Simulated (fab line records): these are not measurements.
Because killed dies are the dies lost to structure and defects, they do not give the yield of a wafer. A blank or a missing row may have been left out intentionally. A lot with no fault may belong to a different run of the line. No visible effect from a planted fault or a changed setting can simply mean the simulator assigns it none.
Matching of chambers :: flow sky130 :: 3 sister chambers for SKY_CAPM_CVD_00 on pecvd-02
The step deposits SiO2, target thk 15.5 nm. 18 wafers are shown with their chamber, then 9 later ones without.

## WAFERS WITH THEIR CHAMBER
wafer: L074.1
chamber: 2
heater power w (W): 946

wafer: L074.4
chamber: 1
heater power w (W): 819

wafer: L074.6
chamber: 2
heater power w (W): 980

wafer: L079.2
chamber: 2
heater power w (W): 884

wafer: L079.3
chamber: 0
heater power w (W): 751

wafer: L079.4
chamber: 1
heater power w (W): 863

wafer: L082.3
chamber: 0
heater power w (W): 796

wafer: L082.5
chamber: 1
heater power w (W): 761

wafer: L082.6
chamber: 2
heater power w (W): 939

wafer: L089.1
chamber: 0
heater power w (W): 775

wafer: L089.2
chamber: 1
heater power w (W): 831

wafer: L089.3
chamber: 2
heater power w (W): 808

wafer: L089.4
chamber: 1
heater power w (W): 819

wafer: L089.5
chamber: 2
heater power w (W): 786

wafer: L089.6
chamber: 0
heater power w (W): 747

wafer: L090.2
chamber: 2
heater power w (W): 855

wafer: L090.3
chamber: 0
heater power w (W): 713

wafer: L090.5
chamber: 2
heater power w (W): 842

SIGNATURES, as means of the wafers listed above
reading: heater power w
chamber 0: 756.40
chamber 1: 818.60
chamber 2: 880.00
scatter within a chamber: 53.7
Rule: a wafer lies at a distance from a chamber equal to the root of the sum of squares, over the readings, of (its reading less the chamber's mean, divided by the reading's scatter). The wafer belongs to the nearest chamber; if the next one is less than 2 further off, it can't be placed. The scatter: take each reading less its chamber's mean, square it, sum over the shown wafers, divide by the number of wafers less the number of chambers, and take the root.

## WAFERS WITH NO CHAMBER GIVEN
wafer: L091.1
heater power w (W): 966

wafer: L091.2
heater power w (W): 797

wafer: L091.3
heater power w (W): 749

wafer: L091.4
heater power w (W): 745

wafer: L091.5
heater power w (W): 940

wafer: L091.6
heater power w (W): 812

wafer: L097.2
heater power w (W): 938

wafer: L097.3
heater power w (W): 738

wafer: L097.4
heater power w (W): 720

## WHICH CHAMBER EACH WENT THROUGH
wafer: L091.1
from the rows above: can't be placed: 2 or 1
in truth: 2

wafer: L091.2
from the rows above: can't be placed: 1 or 0 or 2
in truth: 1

wafer: L091.3
from the rows above: can't be placed: 0 or 1
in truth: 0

wafer: L091.4
from the rows above: can't be placed: 0 or 1
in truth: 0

wafer: L091.5
from the rows above: can't be placed: 2 or 1
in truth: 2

wafer: L091.6
from the rows above: can't be placed: 1 or 0 or 2
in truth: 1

wafer: L097.2
from the rows above: can't be placed: 2 or 1
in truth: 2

wafer: L097.3
from the rows above: can't be placed: 0 or 1
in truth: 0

wafer: L097.4
from the rows above: can't be placed: 0 or 1
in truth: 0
Correctly placed: 0 of 9. These rows do not allow placing 9 (true chamber among the candidates in 9). Number placed wrongly: 0.
